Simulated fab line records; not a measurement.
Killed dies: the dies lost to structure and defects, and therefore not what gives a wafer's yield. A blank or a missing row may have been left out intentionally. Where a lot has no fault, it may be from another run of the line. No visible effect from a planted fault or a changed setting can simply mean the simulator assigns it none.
The same fault as seen by 2 desks ; flow sky130 ; every desk sees just its own numbers, and what lay behind them comes last

## THE TOOL OWNER'S DESK: furnace-02
The tool's own readings at SKY_GATE_OXIDE_OXIDATION_01 (stabilise 600 s, purge 300 s, target thk 10.268 nm): means of the sampled wafers that have a number, for each lot that ran on this tool. Any lot whose mean is over 4 standard deviations away from the usual mean is out of limits and marked OUT; that distance is given in the brackets.
Columns: A = zone-power-upper-pct at SKY_GATE_OXIDE_OXIDATION_01, usual 17.8 %
lot;first seen here;A
L196;day 12 14:07;19.5
L197;day 13 01:10;19.2
L207;day 16 23:35;19.1
L208;day 16 23:35;19.3
L217;day 20 09:51;19.3
L218;day 21 03:39;19.2
This desk found nothing out of limits on any of the 6 lots.

## THE METROLOGY DESK
Lot by lot, what the gauges showed, no matter which tool ran the lot: averages of those sampled wafers that carry a number. Any lot whose mean is over 4 standard deviations away from the usual mean is out of limits and marked OUT; that distance is given in the brackets.
Columns: A = GATE_OXIDE_OXIDATION_00_THK at SKY_GATE_OXIDE_THK_MEAS_02, usual 10.27 nm; B = CONTACT_W_RS at SKY_CONTACT_RS_MEAS_25, usual 0.342 ohm/sq; C = cd-nm at SKY_VIA1_CD_MEAS_12, usual 149.7 nm
lot;first seen here;A;B;C
L196;day 12 15:31;10.06;0.337;149.1
L197;day 13 02:35;10.24;0.344;151.1
L198;day 13 11:29;10.22;0.341;146.9
L203;day 15 05:11;10.22;0.341;150.6
L208;day 17 01:00;5.49 (-25) OUT;0.339;151.2
L207;day 17 01:02;5.84 (-23) OUT;0.343;152.9
L213;day 18 13:17;10.38;0.346;149.1
L214;day 19 05:53;10.47;0.347;147.4
L217;day 20 11:16;10.28;0.341;148.1
L218;day 21 05:04;10.34;0.348;148.8
L219;day 21 05:37;10.15;0.346;147.0
Finding of this desk: L207, L208 out of limits, first seen on L208 at day 17 01:00 (GATE_OXIDE_OXIDATION_00_THK at SKY_GATE_OXIDE_THK_MEAS_02). In limits: L196, L197, L198, L203, L213, L214, L217, L218, L219.

## TAKEN TOGETHER
The metrology desk could have raised an alarm at day 17 01:00, on L207, L208.
The tool owner's desk saw nothing out of limits.
Tool owner's desk: L207, L208 on record, inside its limits.
All the named lots went through SKY_GATE_OXIDE_OXIDATION_01 on furnace-02.

## WHAT HAD BEEN PUT IN BY THE SIMULATOR
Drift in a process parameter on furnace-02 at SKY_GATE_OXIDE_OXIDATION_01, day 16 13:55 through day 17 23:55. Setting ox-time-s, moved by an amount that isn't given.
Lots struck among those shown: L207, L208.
Time in hours between the start of the fault and the first out-of-limits reading at each desk: metrology desk, 11.
